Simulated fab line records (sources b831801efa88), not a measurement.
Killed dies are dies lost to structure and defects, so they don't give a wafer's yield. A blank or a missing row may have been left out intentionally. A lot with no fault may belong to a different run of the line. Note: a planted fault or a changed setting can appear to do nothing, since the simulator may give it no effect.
Struck lot and sound lot, side by side ; flow sfq line ; 42 out of 325 route steps
Sound: the wafers L730.1, L730.2, L730.6. Struck: wafer L741.1 (L741.2, L741.4, from the same lot, were not struck and are left out); the cause is given at the end.
For every step that has rows: the tool of each side, followed by ch and its chambers, followed by its first start. Under that, the readings that differ: sound wafers ; struck wafers ; difference of the means ; sigmas: that difference in standard deviations of wafers without a fault.
alike: same words and numbers on both sides, and readings whose means sit less than 2 such deviations apart. not compared: any withheld reading, any reading some wafer has no value for, any bound like >300 that may hide the same value, and any number with overlapping values for which the record gives no deviation.
The two part at a step that has a row with sigmas, a row that says differs or no value, or rows on one side only. When numbers do not overlap yet have no deviation, they are printed without sigmas and do not part them. A reading missing from all wafers of one side parts the sides only when that side holds two or more wafers.

first, 6 steps without rows for these wafers: SFQ_TRILAYER_I4_VIA_LITHO_COAT_108 (resist thk 62 nm); SFQ_TRILAYER_I4_VIA_LITHO_COAT_103 (resist thk 650 nm); SFQ_TRILAYER_I4_VIA_LITHO_SOFTBAKE_107; SFQ_TRILAYER_I4_VIA_LITHO_EXPOSE_104 (exposes mask I4, target cd 700 nm); SFQ_TRILAYER_I4_VIA_LITHO_PEB_106 (peb time 60 s); SFQ_TRILAYER_I4_VIA_LITHO_DEVELOP_105 (time 60 s).
SFQ_I4_OVL_MEAS_928:
  sound: overlay-01 at day 60 01:01; struck: overlay-01 at day 63 22:52
  alike: I4_OVL
then, 2 steps without rows for these wafers: SFQ_TRILAYER_I4_VIA_BARC_OPEN_VIA_ETCH_146 (etches BARC in O2, target depth 125 nm, time 41.7 s); SFQ_TRILAYER_I4_VIA_ETCH_VIA_ETCH_106 (etches SiO2 in CHF3, stops on Nb, target depth 260 nm).
SFQ_TRILAYER_I4_VIA_STRIP_STRIP_107: strips in O2.
  sound on rie metal-04 ch 0,1, day 60 01:12; struck on rie metal-03 ch 1, day 63 23:03
  alike: drypump motor current A, oes product au, platen temp c
  not compared: rf hours counter h
then, 2 steps without rows for these wafers: SFQ_TRILAYER_I4_VIA_STRIP_SOLV_CLEAN_108 (cleans in NMP, time 600 s); SFQ_TRILAYER_JJ_TRILAYER_DEP_PRE_CLEAN_113 (time 22.5 s).
SFQ_TRILAYER_JJ_TRILAYER_DEP_SPUTTER_109: material Nb, target thk 150 nm, time 100 s.
  sound: pvd sputter-06 at day 60 02:11; struck: pvd sputter-04 at day 63 23:51
reading;sound;struck;difference;sigmas
cathode dc power W (W);1999.8 1999.9 2000.0;2058.4;+58.5;+99 or more
model.Nb_of_TRILAYER_JJ_TRILAYER_DEP_SPUTTER_109.thk nm (nm);150.5 147.9 151.1;154.3;+4.5;
  alike: throttle valve pct
SFQ_TRILAYER_JJ_TRILAYER_DEP_SPUTTER_110: material Al, target thk 8 nm, time 10 s.
  sound: pvd sputter-06 at day 60 02:15; struck: pvd sputter-04 at day 63 23:55
  alike: cathode dc power W, throttle valve pct
then, 1 step without rows for these wafers: SFQ_TRILAYER_JJ_TRILAYER_DEP_AL_OXIDATION_111 (oxidation time 600 s).
SFQ_TRILAYER_JJ_TRILAYER_DEP_SPUTTER_112: material Nb, target thk 170 nm, time 113.3 s.
  sound: pvd sputter-06 at day 60 03:17; struck: pvd sputter-04 at day 64 00:57
  alike: cathode dc power W, throttle valve pct
SFQ_JJ_RS_MEAS_929: the measuring method here is four-point-probe.
  sound: film metro-02 at day 60 03:21; struck: film metro-02 at day 64 01:02
  alike: JJ_NB_RS
then, 6 steps without rows for these wafers: SFQ_TRILAYER_JJ_CE_LITHO_COAT_119 (resist thk 62 nm); SFQ_TRILAYER_JJ_CE_LITHO_COAT_114 (resist thk 600 nm); SFQ_TRILAYER_JJ_CE_LITHO_SOFTBAKE_118; SFQ_TRILAYER_JJ_CE_LITHO_EXPOSE_115 (exposes mask J5, target cd 700 nm); SFQ_TRILAYER_JJ_CE_LITHO_PEB_117 (peb time 60 s); SFQ_TRILAYER_JJ_CE_LITHO_DEVELOP_116 (time 60 s).
-- the record jumps here: 2 days lie between the struck wafers' starts before and after --
SFQ_JJ_OVL_MEAS_931:
  sound: overlay-02 at day 65 10:34; struck: overlay-02 at day 66 10:34
  alike: J5_OVL
then, 4 steps without rows for these wafers: SFQ_TRILAYER_JJ_CE_METRO_MEASURE_117; SFQ_TRILAYER_JJ_CE_BARC_OPEN_RIE_150 (chemistry O2, target BARC, target depth 240 nm, time 80 s); SFQ_TRILAYER_JJ_CE_ETCH_RIE_118 (chemistry SF6, target Nb, stops on Al2O3, time 97.7 s, target depth 170 nm); SFQ_TRILAYER_JJ_ANODIZE_ANODIZE_119.
SFQ_TRILAYER_JJ_CE_STRIP_STRIP_120: strips in O2.
  sound on rie metal-04 ch 0,1, day 65 12:29; struck on rie metal-01 ch 1, day 66 12:35
  alike: drypump motor current A, oes product au, platen temp c
  not compared: rf hours counter h
then, 7 steps without rows for these wafers: SFQ_TRILAYER_JJ_CE_STRIP_SOLV_CLEAN_121 (cleans in NMP, time 600 s); SFQ_TRILAYER_M5_LITHO_COAT_128 (resist thk 62 nm); SFQ_TRILAYER_M5_LITHO_COAT_123 (resist thk 600 nm); SFQ_TRILAYER_M5_LITHO_SOFTBAKE_127; SFQ_TRILAYER_M5_LITHO_EXPOSE_124 (exposes mask M5, target cd 700 nm); SFQ_TRILAYER_M5_LITHO_PEB_126 (peb time 60 s); SFQ_TRILAYER_M5_LITHO_DEVELOP_125 (time 60 s).
-- the record jumps here: 4 days lie between the struck wafers' starts before and after --
SFQ_M5_OVL_MEAS_932:
  sound: overlay-02 at day 65 15:32; struck: overlay-01 at day 70 21:48
  alike: M5_OVL
then, 1 step without rows for these wafers: SFQ_TRILAYER_M5_BARC_OPEN_METAL_ETCH_161 (etches BARC in O2, target depth 125 nm, time 41.7 s).
SFQ_TRILAYER_M5_ETCH_METAL_ETCH_126: etches Nb in Cl2/BCl3, stops on SiO2, time 203.2 s, target depth 265 nm.
  sound on rie metal-03 ch 0,1, day 65 15:38; struck on rie metal-03 ch 0, day 70 21:54
reading;sound;struck;difference;sigmas
oes product au (a.u.);0.736 0.723 0.726;0.744;+0.016;+3
rf fwd power W (W);598.6 598.6 595.7;602.2;+4.6;+2
model.M5.feature depth nm (nm);162.9 160.2 163.3;166.6;+4.5;
model.etch.depth nm (nm);150.5 147.9 151.1;154.3;+4.5;
  alike: drypump motor current A
  not compared: rf hours counter h
SFQ_TRILAYER_M5_STRIP_STRIP_127: strips in O2.
  sound on rie metal-03 ch 0,1, day 65 15:49; struck on rie metal-03 ch 0, day 70 22:05
reading;sound;struck;difference;sigmas
platen temp c (C);39.94 39.98 39.81;40.11;+0.20;+2
  alike: drypump motor current A, oes product au
  not compared: rf hours counter h
then, 1 step without rows for these wafers: SFQ_TRILAYER_M5_STRIP_SOLV_CLEAN_128 (cleans in NMP, time 600 s).
-- the record jumps here: 15 days lie between the struck wafers' starts before and after --
SFQ_M8_BOW_MEAS_951:
  sound: film metro-04 at day 79 11:19; struck: film metro-04 at day 85 21:59
reading;sound;struck;difference;sigmas
model.etest.m5.ohm um;1.692 1.721 1.688;1.648;-0.052;
model.etest.i4.link ohm;2.174 2.182 2.165;2.15;-0.02;
model.etest.i5.link ohm;2.268 2.299 2.271;2.233;-0.046;
model.etest.m5.ohm sq;1.184 1.205 1.18;1.155;-0.035;
  alike: M8_BOW

WHERE THEY PART
Last at SFQ_TRILAYER_M5_STRIP_STRIP_127 as far as this record goes, first at SFQ_TRILAYER_JJ_TRILAYER_DEP_SPUTTER_109. Later steps at which nothing parts them and some readings are alike: SFQ_M8_BOW_MEAS_951.

WHY: what had been put in by the simulator
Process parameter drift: pvd sputter-04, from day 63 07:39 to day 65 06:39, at SFQ_TRILAYER_JJ_TRILAYER_DEP_SPUTTER_109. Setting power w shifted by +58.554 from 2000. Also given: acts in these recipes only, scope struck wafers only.
